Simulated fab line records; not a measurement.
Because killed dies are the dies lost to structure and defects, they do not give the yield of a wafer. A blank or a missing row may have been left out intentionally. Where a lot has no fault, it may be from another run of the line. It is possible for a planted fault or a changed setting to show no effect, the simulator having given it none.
fab line records	flow gf180mcu	part 1 of 2: steps 1 to 32 of 42
record lots=5	wafers=15	last-day=34
route steps=602 shown HV_LDD@187
lots untouched by any fault: they come from a run of this same line in which no faults occurred
start-h: hours from the record's first day to the start of the lot's first wafer shown	wait-h: time in hours since the lot's previous step	" as in the row above	L1.1+2: one row covering several wafers at once	- no value, or no start was given	* or withheld: withheld	< > ~ a bound
route shown NAME@n: a module of which the file shows steps, and the number in the route of the first	usual: mean/standard deviation of fault-free wafers	same: alike in all rows	chamber/n: place in a boat	sites: per-site readings	_std_site: their standard deviation	_edge_site: mean of outer sites minus mean of inner sites	radius-mm: for every site, how far away it sits from the centre of the wafer	mask NAME#n: copy n	behind: the last tool/chamber to shape the wafer	hold: reason for holding the lot/hours on hold/outcome of the hold	device: the transistor (n, p or np) that didn't switch	end of line: the tests these same wafers got at the end of their route	a step without rows: its recipe alone	killed: not the wafer's yield, but the dies lost to structure and defects at the first sort	map: per-die view of a wafer (x killed, . not killed, _ where there is no die)
set.NAME: the setting that was run; set.NAME@STEP: the one run at that earlier step	model.NAME: the simulator's own value behind a step, which no gauge read
lots at some steps of the route; a table a step, a row a wafer
services: from which hour (start-h, from the record's first day; less than 0 if before it) a tool's chamber was out of use, for how many hours, and why
## steps
# step GF_HV_LDD_TW_MEAS_11
# usual HV_LDD_TW=2396/13
lot.wafer	tool	chamber	start-h	wait-h	HV_LDD_TW
L074.4	film-metro-02	-	227.96	0.1	2391
L074.5	"	-	"	"	2393
L074.6	"	-	"	"	2387
L078.1	film-metro-02	-	252.03	0.1	2385
L078.2	"	-	"	"	2386
L078.4	"	-	"	"	2384
L084.1	film-metro-04	-	297.59	0.1	2400
L084.4	"	-	"	"	2407
L084.6	"	-	"	"	2402
L093.3	film-metro-02	-	364.55	0.1	2385
L093.4	"	-	"	"	2387
L093.6	"	-	"	"	2391
L094.2	film-metro-04	-	378.59	0.1	2418
L094.3	"	-	"	"	2406
L094.5	"	-	"	"	2427
# step GF_HV_LDD_DEHYDRATE_12
# recipe temp-c=200	time-s=60
lot.wafer	tool	chamber	start-h	wait-h
L074.4+5+6	litho-track-02	0	236.55	8.6
L078.1+2+4	litho-track-02	0	260.82	8.8
L084.1+4+6	litho-track-03	0	307.53	9.9
L093.3+4+6	litho-track-04	0	375.37	10.8
L094.2+3+5	litho-track-03	0	389.46	10.9
# step GF_HV_LDD_HMDS_13
# recipe prime-time-s=60	prime-temp-c=120
lot.wafer	tool	chamber	start-h	wait-h
L074.4+5+6	litho-track-02	0	236.70	0.1
L078.1+2+4	litho-track-02	0	260.97	0.1
L084.1+4+6	litho-track-03	0	307.68	0.1
L093.3+4+6	litho-track-04	0	375.52	0.1
L094.2+3+5	litho-track-03	0	389.61	0.1
# step GF_HV_LDD_COAT_14
# recipe resist=NOVOLAK	spin-rpm=3000	resist-thk-nm=1000
# usual dispense-pressure-kPa=49/5.3
lot.wafer	tool	chamber	start-h	wait-h	dispense-pressure-kPa
L074.4	litho-track-02	0	236.85	0.1	43
L074.5	"	0	"	"	43
L074.6	"	0	"	"	43
L078.1	litho-track-02	0	261.12	0.1	43
L078.2	"	0	"	"	43
L078.4	"	0	"	"	43
L084.1	litho-track-03	0	307.83	0.1	52
L084.4	"	0	"	"	52
L084.6	"	0	"	"	52
L093.3	litho-track-04	0	375.67	0.1	55
L093.4	"	0	"	"	55
L093.6	"	0	"	"	55
L094.2	litho-track-03	0	389.76	0.1	52
L094.3	"	0	"	"	52
L094.5	"	0	"	"	52
# step GF_HV_LDD_SOFTBAKE_15
# recipe temp-c=90	time-s=60	resist=NOVOLAK
lot.wafer	tool	chamber	start-h	wait-h
L074.4+5+6	litho-track-02	0	237.00	0.1
L078.1+2+4	litho-track-02	0	261.27	0.1
L084.1+4+6	litho-track-03	0	307.98	0.1
L093.3+4+6	litho-track-04	0	375.82	0.1
L094.2+3+5	litho-track-03	0	389.91	0.1
# step GF_HV_LDD_EXPOSE_16
# recipe mask-id=Pplus_LV_AREA	target-cd-nm=400	na=0.6	source-shape=conventional	sigma-outer=0.6	dose-mj=140
# same sigma-outer=0.6
lot.wafer	tool	chamber	start-h	wait-h	mask
L074.4+5+6	iline-stepper-01	0	-	-	Pplus_LV_AREA#0
L078.1+2+4	iline-stepper-02	0	-	-	Pplus_LV_AREA#0
L084.1+4+6	iline-stepper-02	0	-	-	Pplus_LV_AREA#0
L093.3+4+6	iline-stepper-01	0	-	-	Pplus_LV_AREA#0
L094.2+3+5	iline-stepper-01	0	-	-	Pplus_LV_AREA#0
# step GF_HV_LDD_PEB_17
# recipe temp-c=withheld	time-s=*	resist=NOVOLAK
lot.wafer	tool	chamber	start-h	wait-h
L074.4+5+6	litho-track-03	0	-	-
L078.1+2+4	litho-track-02	0	-	-
L084.1+4+6	litho-track-03	0	-	-
L093.3+4+6	litho-track-04	0	-	-
L094.2+3+5	litho-track-02	0	-	-
# step GF_HV_LDD_DEVELOP_18
# recipe develop-time-s=60	dev-temp-c=23
# same develop-time-s=60
lot.wafer	tool	chamber	start-h	wait-h
L074.4+5+6	litho-track-03	0	245.91	0.1
L078.1+2+4	litho-track-02	0	271.17	0.1
L084.1+4+6	litho-track-03	0	318.13	0.1
L093.3+4+6	litho-track-04	0	387.47	0.1
L094.2+3+5	litho-track-02	0	401.34	0.1
# step GF_HV_LDD_CD_MEAS_19
# recipe target-cd-nm=400
# usual cd-nm=399.1/1.9
lot.wafer	tool	chamber	start-h	wait-h	cd-nm
L074.4	cd-sem-02	-	246.05	0.1	397.1
L074.5	"	-	"	"	399.9
L074.6	"	-	"	"	400.1
L078.1	cd-sem-02	-	271.32	0.1	397.3
L078.2	"	-	"	"	397.1
L078.4	"	-	"	"	399.2
L084.1	cd-sem-02	-	318.28	0.1	398.1
L084.4	"	-	"	"	398.9
L084.6	"	-	"	"	400.1
L093.3	cd-sem-01	-	387.61	0.1	398.2
L093.4	"	-	"	"	398.0
L093.6	"	-	"	"	398.7
L094.2	cd-sem-01	-	401.49	0.1	399.3
L094.3	"	-	"	"	397.5
L094.5	"	-	"	"	398.7
# step GF_HV_LDD_OVL_MEAS_20
# usual HV_LDD_01_OVL=1.1/1.2
lot.wafer	tool	chamber	start-h	wait-h	HV_LDD_01_OVL[nm]
L074.4	overlay-02	-	246.12	0.1	2.3
L074.5	"	-	"	"	-0.5
L074.6	"	-	"	"	1.2
L078.1	overlay-01	-	271.44	0.1	2.2
L078.2	"	-	"	"	3.4
L078.4	"	-	"	"	2.7
L084.1	overlay-01	-	318.40	0.1	-1.0
L084.4	"	-	"	"	0.1
L084.6	"	-	"	"	0.0
L093.3	overlay-02	-	387.70	0.1	-0.3
L093.4	"	-	"	"	1.7
L093.6	"	-	"	"	-0.2
L094.2	overlay-02	-	401.60	0.1	1.0
L094.3	"	-	"	"	0.1
L094.5	"	-	"	"	1.6
# step GF_HV_LDD_IMPLANT_21
# recipe species=BF2	energy-kev=25	dose-cm2=5e+13	tilt-deg=7
# usual dose-ions-cm2=5.001e+13/5.1e+10
lot.wafer	tool	chamber	start-h	wait-h	dose-ions-cm2
L074.4	implanter-02	0	246.22	0.1	5.002e+13
L074.5	"	0	"	"	4.996e+13
L074.6	"	0	"	"	5.001e+13
L078.1	implanter-02	0	271.48	0.0	5.005e+13
L078.2	"	0	"	"	5e+13
L078.4	"	0	"	"	5.004e+13
L084.1	implanter-03	0	318.44	0.0	4.997e+13
L084.4	"	0	"	"	5.005e+13
L084.6	"	0	"	"	5e+13
L093.3	implanter-03	0	387.78	0.1	5.008e+13
L093.4	"	0	"	"	5.005e+13
L093.6	"	0	"	"	5.005e+13
L094.2	implanter-02	0	401.65	0.0	4.994e+13
L094.3	"	0	"	"	4.999e+13
L094.5	"	0	"	"	5.004e+13
# step GF_HV_LDD_STRIP_22
# recipe chemistry=O2/N2	power-w=1400	pressure-mtorr=1500	platen-temp-c=250	o2-flow-sccm=3000	n2-flow-sccm=300	overash-fraction=0.5
# usual drypump-motor-current-A=5.6/0.35	heater-power-w=344/26	oes-product-au=0.716/0.0045	strip-time-to-endpoint-s=12.64/0.046
# same overash-fraction=0.5
lot.wafer	tool	chamber	start-h	wait-h	drypump-motor-current-A	heater-power-w	oes-product-au	rf-hours-counter-h	strip-time-to-endpoint-s
L074.4	plasma-asher-01	1	246.32	0.1	5.3	324	0.712	-	12.57
L074.5	"	0	"	"	5.6	374	0.717	-	12.62
L074.6	"	1	"	"	5.2	330	0.717	-	12.62
L078.1	plasma-asher-02	1	271.63	0.1	6.2	363	0.721	58	12.65
L078.2	"	0	"	"	5.3	329	0.719	58	12.65
L078.4	"	1	"	"	6.2	377	0.714	-	12.62
L084.1	plasma-asher-04	1	318.59	0.1	5.5	339	0.709	23	12.63
L084.4	"	0	"	"	5.7	307	0.717	-	12.56
L084.6	"	1	"	"	5.5	326	0.707	-	12.64
L093.3	plasma-asher-02	1	387.91	0.1	6.2	367	0.712	-	12.61
L093.4	"	0	"	"	5.3	329	0.715	-	12.63
L093.6	"	1	"	"	6.2	366	0.717	-	12.62
L094.2	plasma-asher-01	1	401.78	0.1	5.2	329	0.710	78	12.68
L094.3	"	0	"	"	5.6	383	0.709	-	12.64
L094.5	"	1	"	"	5.2	334	0.715	-	12.67
# step GF_HV_LDD_TW_MEAS_23
# usual HV_LDD_2_TW=1049/6.4
lot.wafer	tool	chamber	start-h	wait-h	HV_LDD_2_TW
L074.4	film-metro-04	-	246.42	0.1	1058
L074.5	"	-	"	"	1061
L074.6	"	-	"	"	1062
L078.1	film-metro-01	-	271.73	0.1	1048
L078.2	"	-	"	"	1047
L078.4	"	-	"	"	1049
L084.1	film-metro-01	-	318.69	0.1	1045
L084.4	"	-	"	"	1044
L084.6	"	-	"	"	1046
L093.3	film-metro-02	-	388.00	0.1	1053
L093.4	"	-	"	"	1053
L093.6	"	-	"	"	1051
L094.2	film-metro-02	-	401.89	0.1	1049
L094.3	"	-	"	"	1045
L094.5	"	-	"	"	1052
# step GF_HV_LDD_DEHYDRATE_24
# recipe temp-c=200	time-s=60
lot.wafer	tool	chamber	start-h	wait-h
L074.4+5+6	litho-track-03	0	255.86	9.4
L078.1+2+4	litho-track-03	0	281.18	9.4
L084.1+4+6	litho-track-02	0	329.07	10.4
L093.3+4+6	litho-track-03	0	399.13	11.1
L094.2+3+5	litho-track-02	0	412.69	10.8
# step GF_HV_LDD_HMDS_25
# recipe prime-time-s=60	prime-temp-c=120
lot.wafer	tool	chamber	start-h	wait-h
L074.4+5+6	litho-track-03	0	256.01	0.1
L078.1+2+4	litho-track-03	0	281.33	0.1
L084.1+4+6	litho-track-02	0	329.22	0.1
L093.3+4+6	litho-track-03	0	399.28	0.1
L094.2+3+5	litho-track-02	0	412.84	0.1
# step GF_HV_LDD_COAT_26
# recipe resist=NOVOLAK	spin-rpm=3000	resist-thk-nm=1000
# usual dispense-pressure-kPa=49/5.2
lot.wafer	tool	chamber	start-h	wait-h	dispense-pressure-kPa
L074.4	litho-track-03	0	256.16	0.1	52
L074.5	"	0	"	"	52
L074.6	"	0	"	"	52
L078.1	litho-track-03	0	281.48	0.1	52
L078.2	"	0	"	"	52
L078.4	"	0	"	"	52
L084.1	litho-track-02	0	329.37	0.1	43
L084.4	"	0	"	"	43
L084.6	"	0	"	"	43
L093.3	litho-track-03	0	399.43	0.1	52
L093.4	"	0	"	"	52
L093.6	"	0	"	"	52
L094.2	litho-track-02	0	412.99	0.1	43
L094.3	"	0	"	"	43
L094.5	"	0	"	"	43
# step GF_HV_LDD_SOFTBAKE_27
# recipe temp-c=90	time-s=60	resist=NOVOLAK
lot.wafer	tool	chamber	start-h	wait-h
L074.4+5+6	litho-track-03	0	256.31	0.1
L078.1+2+4	litho-track-03	0	281.63	0.1
L084.1+4+6	litho-track-02	0	329.52	0.1
L093.3+4+6	litho-track-03	0	399.58	0.1
L094.2+3+5	litho-track-02	0	413.14	0.1
# step GF_HV_LDD_EXPOSE_28
# recipe mask-id=Nplus_HV_AREA	target-cd-nm=400	na=0.6	source-shape=conventional	sigma-outer=0.6	dose-mj=140
# same sigma-outer=0.6
lot.wafer	tool	chamber	start-h	wait-h	mask
L074.4+5+6	iline-stepper-02	0	-	-	Nplus_HV_AREA#0
L078.1+2+4	iline-stepper-01	0	-	-	Nplus_HV_AREA#0
L084.1+4+6	iline-stepper-02	0	-	-	Nplus_HV_AREA#0
L093.3+4+6	iline-stepper-01	0	-	-	Nplus_HV_AREA#0
L094.2+3+5	iline-stepper-02	0	-	-	Nplus_HV_AREA#0
# step GF_HV_LDD_PEB_29
# recipe temp-c=withheld	time-s=*	resist=NOVOLAK
lot.wafer	tool	chamber	start-h	wait-h
L074.4+5+6	litho-track-02	0	-	-
L078.1+2+4	litho-track-04	0	-	-
L084.1+4+6	litho-track-03	0	-	-
L093.3+4+6	litho-track-02	0	-	-
L094.2+3+5	litho-track-03	0	-	-
# step GF_HV_LDD_DEVELOP_30
# recipe develop-time-s=60	dev-temp-c=23
# same develop-time-s=60
lot.wafer	tool	chamber	start-h	wait-h
L074.4+5+6	litho-track-02	0	265.70	0.1
L078.1+2+4	litho-track-04	0	291.52	0.1
L084.1+4+6	litho-track-03	0	340.38	0.1
L093.3+4+6	litho-track-02	0	410.67	0.1
L094.2+3+5	litho-track-03	0	425.66	0.1
# step GF_HV_LDD_CD_MEAS_31
# recipe target-cd-nm=400
# usual cd-nm=399.3/2.2
lot.wafer	tool	chamber	start-h	wait-h	cd-nm
L074.4	cd-sem-01	-	265.83	0.1	396.6
L074.5	"	-	"	"	397.1
L074.6	"	-	"	"	398.4
L078.1	cd-sem-01	-	291.67	0.1	398.9
L078.2	"	-	"	"	399.4
L078.4	"	-	"	"	401.3
L084.1	cd-sem-01	-	340.53	0.1	399.5
L084.4	"	-	"	"	398.0
L084.6	"	-	"	"	399.1
L093.3	cd-sem-01	-	410.81	0.1	396.9
L093.4	"	-	"	"	397.9
L093.6	"	-	"	"	398.1
L094.2	cd-sem-02	-	425.80	0.1	401.0
L094.3	"	-	"	"	397.7
L094.5	"	-	"	"	399.2
# step GF_HV_LDD_OVL_MEAS_32
# usual HV_LDD_02_OVL=0.2/1.3
lot.wafer	tool	chamber	start-h	wait-h	HV_LDD_02_OVL[nm]
L074.4	overlay-01	-	265.91	0.1	0.2
L074.5	"	-	"	"	-0.8
L074.6	"	-	"	"	0.9
L078.1	overlay-01	-	291.79	0.1	-0.5
L078.2	"	-	"	"	-0.3
L078.4	"	-	"	"	-1.9
L084.1	overlay-02	-	340.65	0.1	1.9
L084.4	"	-	"	"	0.6
L084.6	"	-	"	"	0.7
L093.3	overlay-02	-	410.90	0.1	-1.3
L093.4	"	-	"	"	-0.1
L093.6	"	-	"	"	1.9
L094.2	overlay-02	-	425.91	0.1	-1.7
L094.3	"	-	"	"	-1.4
L094.5	"	-	"	"	-1.5
# step GF_HV_LDD_IMPLANT_33
# recipe species=P	energy-kev=60	dose-cm2=7.5e+12	tilt-deg=30	rotation-deg=0
# usual dose-ions-cm2=7.501e+12/8.6e+09
lot.wafer	tool	chamber	start-h	wait-h	dose-ions-cm2
L074.4	implanter-02	0	266.00	0.1	7.493e+12
L074.5	"	0	"	"	7.483e+12
L074.6	"	0	"	"	7.486e+12
L078.1	implanter-02	0	291.83	0.0	7.491e+12
L078.2	"	0	"	"	7.488e+12
L078.4	"	0	"	"	7.498e+12
L084.1	implanter-02	0	340.69	0.0	7.503e+12
L084.4	"	0	"	"	7.497e+12
L084.6	"	0	"	"	7.494e+12
L093.3	implanter-02	0	410.98	0.1	7.502e+12
L093.4	"	0	"	"	7.503e+12
L093.6	"	0	"	"	7.493e+12
L094.2	implanter-03	0	425.96	0.0	7.502e+12
L094.3	"	0	"	"	7.496e+12
L094.5	"	0	"	"	7.506e+12
# step GF_HV_LDD_IMPLANT_34
# recipe species=P	energy-kev=60	dose-cm2=7.5e+12	tilt-deg=30	rotation-deg=90
# usual dose-ions-cm2=7.5e+12/8.2e+09
lot.wafer	tool	chamber	start-h	wait-h	dose-ions-cm2
L074.4	implanter-02	0	266.15	0.1	7.503e+12
L074.5	"	0	"	"	7.503e+12
L074.6	"	0	"	"	7.504e+12
L078.1	implanter-02	0	291.98	0.1	7.512e+12
L078.2	"	0	"	"	7.509e+12
L078.4	"	0	"	"	7.507e+12
L084.1	implanter-02	0	340.84	0.1	7.492e+12
L084.4	"	0	"	"	7.5e+12
L084.6	"	0	"	"	7.502e+12
L093.3	implanter-02	0	411.13	0.1	7.498e+12
L093.4	"	0	"	"	7.501e+12
L093.6	"	0	"	"	7.493e+12
L094.2	implanter-03	0	426.11	0.1	7.498e+12
L094.3	"	0	"	"	7.498e+12
L094.5	"	0	"	"	7.486e+12
# step GF_HV_LDD_IMPLANT_35
# recipe species=P	energy-kev=60	dose-cm2=7.5e+12	tilt-deg=30	rotation-deg=180
# usual dose-ions-cm2=7.5e+12/7.5e+09
lot.wafer	tool	chamber	start-h	wait-h	dose-ions-cm2
L074.4	implanter-02	0	266.30	0.1	7.489e+12
L074.5	"	0	"	"	7.505e+12
L074.6	"	0	"	"	7.492e+12
L078.1	implanter-02	0	292.13	0.1	7.502e+12
L078.2	"	0	"	"	7.499e+12
L078.4	"	0	"	"	7.509e+12
L084.1	implanter-02	0	340.99	0.1	7.516e+12
L084.4	"	0	"	"	7.5e+12
L084.6	"	0	"	"	7.495e+12
L093.3	implanter-02	0	411.28	0.1	7.493e+12
L093.4	"	0	"	"	7.501e+12
L093.6	"	0	"	"	7.51e+12
L094.2	implanter-03	0	426.26	0.1	7.504e+12
L094.3	"	0	"	"	7.501e+12
L094.5	"	0	"	"	7.491e+12
# step GF_HV_LDD_IMPLANT_36
# recipe species=P	energy-kev=60	dose-cm2=7.5e+12	tilt-deg=30	rotation-deg=270
# usual dose-ions-cm2=7.5e+12/9.6e+09
lot.wafer	tool	chamber	start-h	wait-h	dose-ions-cm2
L074.4	implanter-02	0	266.45	0.1	7.499e+12
L074.5	"	0	"	"	7.489e+12
L074.6	"	0	"	"	7.478e+12
L078.1	implanter-02	0	292.28	0.1	7.486e+12
L078.2	"	0	"	"	7.498e+12
L078.4	"	0	"	"	7.485e+12
L084.1	implanter-02	0	341.14	0.1	7.49e+12
L084.4	"	0	"	"	7.485e+12
L084.6	"	0	"	"	7.486e+12
L093.3	implanter-02	0	411.43	0.1	7.497e+12
L093.4	"	0	"	"	7.495e+12
L093.6	"	0	"	"	7.503e+12
L094.2	implanter-03	0	426.41	0.1	7.512e+12
L094.3	"	0	"	"	7.508e+12
L094.5	"	0	"	"	7.517e+12
# step GF_HV_LDD_STRIP_37
# recipe chemistry=O2/N2	power-w=1400	pressure-mtorr=1500	platen-temp-c=250	o2-flow-sccm=3000	n2-flow-sccm=300	overash-fraction=0.5
# usual drypump-motor-current-A=5.55/0.28	heater-power-w=338/27	oes-product-au=0.716/0.0047	strip-time-to-endpoint-s=12.62/0.033
# same overash-fraction=0.5
lot.wafer	tool	chamber	start-h	wait-h	drypump-motor-current-A	heater-power-w	oes-product-au	rf-hours-counter-h	strip-time-to-endpoint-s
L074.4	plasma-asher-04	0	266.56	0.1	5.66	302	0.722	-	12.63
L074.5	"	1	"	"	5.45	331	0.719	-	12.63
L074.6	"	0	"	"	5.64	298	0.725	-	12.61
L078.1	plasma-asher-02	1	292.43	0.1	6.19	360	0.712	60	12.64
L078.2	"	0	"	"	5.27	336	0.719	60	12.68
L078.4	"	0	"	"	5.25	338	0.707	-	12.64
L084.1	plasma-asher-01	1	341.29	0.1	5.27	336	0.715	72	12.60
L084.4	"	0	"	"	5.58	378	0.718	-	12.57
L084.6	"	1	"	"	5.25	324	0.715	-	12.57
L093.3	plasma-asher-04	0	411.56	0.1	5.62	298	0.722	-	12.58
L093.4	"	1	"	"	5.52	335	0.715	-	12.61
L093.6	"	0	"	"	5.62	299	0.719	-	12.57
L094.2	plasma-asher-04	0	426.54	0.1	5.63	297	0.717	33	12.68
L094.3	"	0	"	"	5.62	297	0.719	-	12.66
L094.5	"	0	"	"	5.61	301	0.722	-	12.65
# step GF_HV_LDD_TW_MEAS_38
# usual HV_LDD_3_TW=1426/7.5
lot.wafer	tool	chamber	start-h	wait-h	HV_LDD_3_TW
L074.4	film-metro-01	-	266.66	0.1	1432
L074.5	"	-	"	"	1422
L074.6	"	-	"	"	1432
L078.1	film-metro-01	-	292.53	0.1	1420
L078.2	"	-	"	"	1404
L078.4	"	-	"	"	1422
L084.1	film-metro-01	-	341.39	0.1	1418
L084.4	"	-	"	"	1424
L084.6	"	-	"	"	1424
L093.3	film-metro-04	-	411.65	0.1	1447
L093.4	"	-	"	"	1430
L093.6	"	-	"	"	1443
L094.2	film-metro-02	-	426.65	0.1	1433
L094.3	"	-	"	"	1432
L094.5	"	-	"	"	1426
# step GF_HV_LDD_DEHYDRATE_39
# recipe temp-c=200	time-s=60
lot.wafer	tool	chamber	start-h	wait-h
L074.4+5+6	litho-track-03	0	276.56	9.9
L078.1+2+4	litho-track-02	0	302.12	9.6
L084.1+4+6	litho-track-03	0	351.88	10.5
L093.3+4+6	litho-track-02	0	423.62	12.0
L094.2+3+5	litho-track-02	0	438.24	11.6
# step GF_HV_LDD_HMDS_40
# recipe prime-time-s=60	prime-temp-c=120
lot.wafer	tool	chamber	start-h	wait-h
L074.4+5+6	litho-track-03	0	276.71	0.1
L078.1+2+4	litho-track-02	0	302.27	0.1
L084.1+4+6	litho-track-03	0	352.03	0.1
L093.3+4+6	litho-track-02	0	423.77	0.1
L094.2+3+5	litho-track-02	0	438.39	0.1
# step GF_HV_LDD_COAT_41
# recipe resist=NOVOLAK	spin-rpm=3000	resist-thk-nm=1000
# usual dispense-pressure-kPa=49/5.2
lot.wafer	tool	chamber	start-h	wait-h	dispense-pressure-kPa
L074.4	litho-track-03	0	276.86	0.1	52
L074.5	"	0	"	"	52
L074.6	"	0	"	"	52
L078.1	litho-track-02	0	302.42	0.1	43
L078.2	"	0	"	"	43
L078.4	"	0	"	"	43
L084.1	litho-track-03	0	352.18	0.1	52
L084.4	"	0	"	"	52
L084.6	"	0	"	"	52
L093.3	litho-track-02	0	423.92	0.1	43
L093.4	"	0	"	"	43
L093.6	"	0	"	"	43
L094.2	litho-track-02	0	438.54	0.1	43
L094.3	"	0	"	"	43
L094.5	"	0	"	"	43
# step GF_HV_LDD_SOFTBAKE_42
# recipe temp-c=90	time-s=60	resist=NOVOLAK
lot.wafer	tool	chamber	start-h	wait-h
L074.4+5+6	litho-track-03	0	277.01	0.1
L078.1+2+4	litho-track-02	0	302.57	0.1
L084.1+4+6	litho-track-03	0	352.33	0.1
L093.3+4+6	litho-track-02	0	424.07	0.1
L094.2+3+5	litho-track-02	0	438.69	0.1
